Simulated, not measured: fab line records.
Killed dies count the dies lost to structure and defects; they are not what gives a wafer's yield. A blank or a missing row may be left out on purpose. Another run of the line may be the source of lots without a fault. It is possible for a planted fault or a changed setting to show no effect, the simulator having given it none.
Which tool is to blame? -- flow gf180mcu -- 72 wafers from 24 lots sampled at 6 of the route's 602 steps

== WHAT THE GAUGES READ, wafer by wafer ==
GF_M2_THK_MEAS_06: measures by xrf.
lot,measured,on,M2_ALCU_THK (nm)
L074,day 18 05:46,film-metro-02,468 471 463
L075,day 18 11:59,film-metro-02,460 459 459
L076,day 19 05:11,film-metro-03,446 449 449
L077,day 19 13:28,film-metro-02,465 472 469
L079,day 20 01:11,film-metro-03,454 445 449
L078,day 20 05:31,film-metro-02,447 448 454
L080,day 20 13:05,film-metro-03,458 455 462
L081,day 20 22:49,film-metro-03,449 451 451
L082,day 21 11:16,film-metro-02,462 470 471
L083,day 21 18:14,film-metro-03,460 461 469
L084,day 22 02:06,film-metro-03,453 450 453
L085,day 22 10:52,film-metro-03,447 449 453
L086,day 22 16:55,film-metro-04,444 446 437
L087,day 23 00:22,film-metro-04,454 448 452
L088,day 23 08:08,film-metro-03,458 462 465
L089,day 23 15:21,film-metro-03,453 456 458
L090,day 24 01:56,film-metro-04,466 457 462
L091,day 24 11:22,film-metro-02,466 460 459
L092,day 24 16:37,film-metro-03,461 459 460
L093,day 24 21:17,film-metro-03,456 457 456
L094,day 25 06:18,film-metro-04,451 450 448
L095,day 25 15:51,film-metro-03,459 455 457
L096,day 25 21:10,film-metro-02,466 454 460
L097,day 26 09:16,film-metro-02,464 458 460

GF_M4_CD_MEAS_14: target cd 280 nm.
lot,measured,on,cd-nm (nm)
L074,day 23 13:23,cd-sem-02,281.6 279.4 279.4
L075,day 23 17:53,cd-sem-02,279.1 278.6 280.3
L076,day 24 12:08,cd-sem-02,280.6 279.9 280.6
L077,day 24 17:44,cd-sem-01,276.5 277.3 277.4
L079,day 25 04:34,cd-sem-02,280.9 280.9 281.3
L078,day 25 08:28,cd-sem-01,280.0 279.2 279.6
L080,day 25 14:23,cd-sem-02,279.0 278.4 278.7
L081,day 25 22:28,cd-sem-02,280.7 280.9 280.3
L082,day 26 10:00,cd-sem-02,280.5 280.5 280.8
L083,day 26 16:25,cd-sem-01,278.2 278.2 278.4
L084,day 26 22:59,cd-sem-01,279.9 280.4 279.0
L085,day 27 05:50,cd-sem-02,279.5 279.5 279.1
L086,day 27 13:11,cd-sem-01,280.3 280.9 280.0
L087,day 27 18:14,cd-sem-01,279.6 280.7 279.5
L088,day 27 23:54,cd-sem-01,279.3 280.4 279.9
L089,day 28 06:14,cd-sem-02,281.5 281.4 280.9
L090,day 28 16:31,cd-sem-01,280.0 281.3 280.0
L091,day 28 22:20,cd-sem-02,281.5 281.9 281.8
L092,day 29 04:44,cd-sem-01,282.5 282.2 282.4
L093,day 29 11:38,cd-sem-02,278.8 277.9 279.7
L094,day 29 15:38,cd-sem-02,280.7 282.1 280.5
L095,day 30 01:13,cd-sem-02,282.4 281.8 282.1
L096,day 30 06:19,cd-sem-02,278.3 278.0 277.3
L097,day 30 14:40,cd-sem-01,279.0 279.7 279.4

GF_PASSIVATION_THK_MEAS_01.
lot,measured,on,PASSIVATION_CVD_00_THK (nm)
L074,day 28 05:35,film-metro-01,987 971 997
L075,day 28 11:13,film-metro-01,1023 1011 1039
L076,day 29 01:02,film-metro-02,1014 1002 1001
L077,day 29 06:36,film-metro-01,1001 988 1022
L079,day 29 14:59,film-metro-04,1018 1014 991
L078,day 29 19:52,film-metro-01,1004 1006 1024
L080,day 30 01:22,film-metro-01,972 1006 981
L081,day 30 09:05,film-metro-04,982 990 1006
L082,day 30 18:04,film-metro-02,994 1016 1001
L083,day 31 00:58,film-metro-02,1004 1002 1029
L084,day 31 04:56,film-metro-01,991 988 1020
L085,day 31 11:30,film-metro-02,972 998 1018
L086,day 31 17:17,film-metro-04,1033 994 1041
L087,day 31 22:25,film-metro-02,997 999 1001
L088,day 32 03:25,film-metro-02,981 1019 1013
L089,day 32 06:58,film-metro-01,979 1025 995
L090,day 32 18:26,film-metro-02,1010 988 1039
L091,day 32 22:00,film-metro-04,989 1003 1034
L092,day 33 04:30,film-metro-02,997 996 1019
L093,day 33 08:58,film-metro-01,995 1005 1030
L094,day 33 12:01,film-metro-01,997 991 988
L095,day 33 20:53,film-metro-02,1009 990 998
L096,day 34 02:42,film-metro-02,990 1001 1017
L097,day 34 08:09,film-metro-01,998 988 1005

== WHICH TOOL RAN EACH LOT (tool, then ch and the chambers of the sampled wafers, then the start) ==
lot,GF_CONTACT_STRIP_18,GF_V4_CMP_04,GF_MIM_SPUTTER_00
L074,"plasma-asher-02 ch 0,1, day 16 04:47","cmp-02 ch 1,2, day 23 14:29","pvd-sputter-01, day 24 14:35"
L075,"plasma-asher-02 ch 0,1, day 16 09:41","cmp-01 ch 1,2, day 23 18:59","pvd-sputter-01, day 24 19:06"
L076,"plasma-asher-03 ch 0,1, day 17 01:59","cmp-01 ch 2,3, day 24 13:18","pvd-sputter-03, day 25 12:50"
L077,"plasma-asher-03 ch 0,1, day 17 09:11","cmp-02 ch 0,2, day 24 19:02","pvd-sputter-03, day 25 17:59"
L079,"plasma-asher-02 ch 0,1, day 17 21:00","cmp-01 ch 0,1,2, day 25 05:37","pvd-sputter-03, day 26 04:34"
L078,"plasma-asher-02 ch 0,1, day 18 00:56","cmp-02 ch 1,2, day 25 09:33","pvd-sputter-04, day 26 08:53"
L080,"plasma-asher-03 ch 0,1, day 18 07:47","cmp-01 ch 0,1,2, day 25 15:36","pvd-sputter-01, day 26 15:05"
L081,"plasma-asher-02 ch 0,1, day 18 17:00","cmp-02 ch 0,1,3, day 25 23:30","pvd-sputter-04, day 26 22:20"
L082,"plasma-asher-02 ch 0,1, day 19 05:45","cmp-02 ch 1,2,3, day 26 11:14","pvd-sputter-01, day 27 09:22"
L083,"plasma-asher-03 ch 0,1, day 19 13:15","cmp-02 ch 0,3, day 26 17:28","pvd-sputter-03, day 27 15:20"
L084,"plasma-asher-02 ch 0,1, day 19 20:44","cmp-01 ch 0,1,3, day 27 00:06","pvd-sputter-03, day 27 21:43"
L085,"plasma-asher-03 ch 0,1, day 20 05:35","cmp-01 ch 2,3, day 27 06:53","pvd-sputter-01, day 28 04:23"
L086,"plasma-asher-01 ch 0,1, day 20 12:11","cmp-01 ch 0,1, day 27 14:14","pvd-sputter-04, day 28 11:40"
L087,"plasma-asher-01 ch 0,1, day 20 20:20","cmp-01 ch 0,1,2, day 27 19:24","pvd-sputter-01, day 28 17:25"
L088,"plasma-asher-03 ch 0,1, day 21 05:09","cmp-02 ch 0,2,3, day 28 01:05","pvd-sputter-04, day 28 22:07"
L089,"plasma-asher-01 ch 0,1, day 21 11:23","cmp-01 ch 1,2, day 28 07:15","pvd-sputter-01, day 29 04:05"
L090,"plasma-asher-02 ch 0,1, day 21 21:57","cmp-02 ch 1,2,3, day 28 17:33","pvd-sputter-04, day 29 13:50"
L091,"plasma-asher-01 ch 0,1, day 22 09:15","cmp-01 ch 0,1,3, day 28 23:38","pvd-sputter-04, day 29 20:07"
L092,"plasma-asher-01 ch 0, day 22 13:32","cmp-01 ch 0,1,3, day 29 05:58","pvd-sputter-04, day 30 03:10"
L093,"plasma-asher-02 ch 0,1, day 22 18:53","cmp-01 ch 1,2,3, day 29 12:52","pvd-sputter-01, day 30 08:26"
L094,"plasma-asher-01 ch 0, day 23 06:11","cmp-01 ch 1,3, day 29 16:45","pvd-sputter-03, day 30 13:16"
L095,"plasma-asher-02 ch 0,1, day 23 14:45","cmp-02 ch 0,1,2, day 30 02:16","pvd-sputter-01, day 30 22:41"
L096,"plasma-asher-02 ch 0,1, day 23 20:55","cmp-02 ch 0,3, day 30 07:20","pvd-sputter-04, day 31 03:05"
L097,"plasma-asher-02 ch 0,1, day 24 09:29","cmp-01 ch 0,1,3, day 30 16:09","pvd-sputter-04, day 31 11:23"
- GF_CONTACT_STRIP_18: strips in O2/N2.
- GF_V4_CMP_04: polishes SiO2.
- GF_MIM_SPUTTER_00: material Ti, target thk 37.5 nm, time 150 s.

== AS READ BY THE TOOLS THEMSELVES (means over the sampled wafers that have a number; for cases with no such wafer, the mark the record gives instead) ==
GF_CONTACT_STRIP_18.
lot,tool,chamber-pressure-mTorr (mTorr),drypump-motor-current-A (A),heater-power-w (W),o2-flow-sccm (sccm),oes-product-au (a.u.)
L074,plasma-asher-02,1500.1,5.4,333,2995,0.574
L075,plasma-asher-02,1499.6,5.2,317,3002,0.574
L076,plasma-asher-03,1498.9,5.6,297,2985,0.575
L077,plasma-asher-03,1498.9,5.4,298,2996,0.585
L079,plasma-asher-02,1500.2,5.4,334,3003,0.577
L078,plasma-asher-02,1501.3,5.4,332,2996,0.580
L080,plasma-asher-03,1499.6,5.4,294,2990,0.580
L081,plasma-asher-02,1500.7,5.2,313,2996,0.584
L082,plasma-asher-02,1499.7,5.2,313,3006,0.579
L083,plasma-asher-03,1501.1,5.6,291,2993,0.581
L084,plasma-asher-02,1499.9,5.4,330,3003,0.578
L085,plasma-asher-03,1501.5,5.6,292,3008,0.582
L086,plasma-asher-01,1500.0,5.9,354,3002,0.579
L087,plasma-asher-01,1500.3,6.0,322,3002,0.575
L088,plasma-asher-03,1500.6,5.6,293,2995,0.574
L089,plasma-asher-01,1499.9,5.9,355,2993,0.581
L090,plasma-asher-02,1499.3,5.4,333,3001,0.580
L091,plasma-asher-01,1501.5,6.0,327,2998,0.581
L092,plasma-asher-01,1500.9,5.7,390,3009,0.578
L093,plasma-asher-02,1498.9,5.2,314,2996,0.580
L094,plasma-asher-01,1499.8,5.7,386,2998,0.580
L095,plasma-asher-02,1499.6,5.2,317,3012,0.582
L096,plasma-asher-02,1499.0,5.2,308,2998,0.582
L097,plasma-asher-02,1501.0,5.2,318,3003,0.574

GF_V4_CMP_04.
lot,tool,motor-current-A (A),slurry-flow-ml-min,time-to-endpoint-s (s)
L074,cmp-02,11.3,150.2,75
L075,cmp-01,12.5,150.4,79
L076,cmp-01,13.6,150.3,77
L077,cmp-02,11.1,150.2,75
L079,cmp-01,12.0,150.3,75
L078,cmp-02,11.3,150.2,77
L080,cmp-01,12.6,149.8,83
L081,cmp-02,13.0,150.1,77
L082,cmp-02,11.8,150.0,82
L083,cmp-02,12.3,150.0,79
L084,cmp-01,12.1,149.5,80
L085,cmp-01,13.6,149.9,71
L086,cmp-01,11.8,150.0,84
L087,cmp-01,12.1,149.9,88
L088,cmp-02,11.5,149.6,78
L089,cmp-01,13.0,150.2,79
L090,cmp-02,12.1,150.1,79
L091,cmp-01,12.0,149.7,79
L092,cmp-01,12.3,149.4,76
L093,cmp-01,12.7,149.9,80
L094,cmp-01,12.9,150.2,72
L095,cmp-02,12.4,150.0,81
L096,cmp-02,12.4,150.0,80
L097,cmp-01,12.1,149.8,79

GF_MIM_SPUTTER_00.
lot,tool,throttle-valve-pct (%)
L074,pvd-sputter-01,31.2
L075,pvd-sputter-01,30.4
L076,pvd-sputter-03,31.0
L077,pvd-sputter-03,30.6
L079,pvd-sputter-03,30.7
L078,pvd-sputter-04,31.1
L080,pvd-sputter-01,30.3
L081,pvd-sputter-04,30.4
L082,pvd-sputter-01,31.4
L083,pvd-sputter-03,30.6
L084,pvd-sputter-03,30.1
L085,pvd-sputter-01,30.3
L086,pvd-sputter-04,30.8
L087,pvd-sputter-01,30.6
L088,pvd-sputter-04,29.6
L089,pvd-sputter-01,30.1
L090,pvd-sputter-04,30.0
L091,pvd-sputter-04,29.3
L092,pvd-sputter-04,31.3
L093,pvd-sputter-01,30.9
L094,pvd-sputter-03,30.9
L095,pvd-sputter-01,30.3
L096,pvd-sputter-04,30.8
L097,pvd-sputter-04,29.9

== THE ANSWER, worked out from the rows above alone ==
Rule: usual is defined by the lots themselves. The widest of any qualifying gaps counts: lots, ordered by their means at a reading, are off when they make up no more than a third of the lots, leave a main group of 4 or more, and stand apart from it by 3 or more times the standard deviation of that group's means. The tables above print the reading to a certain number of digits; a main group whose means all agree to those digits is not used. A lot without any number at a reading at which 4 lots or more have one is off too. All remaining lots with rows at the step are treated as sound. After the gauges, taken in route order, come the tools' own readings; for these a lot's mean is taken, as printed above. The first step at which some lot is off is used, and at that step the reading that is off furthest; a lot without a number counts as furthest.
No lot is off on any of the readings shown, so nothing can be concluded from this.

== WHAT THE SIMULATOR HAD PUT IN ==
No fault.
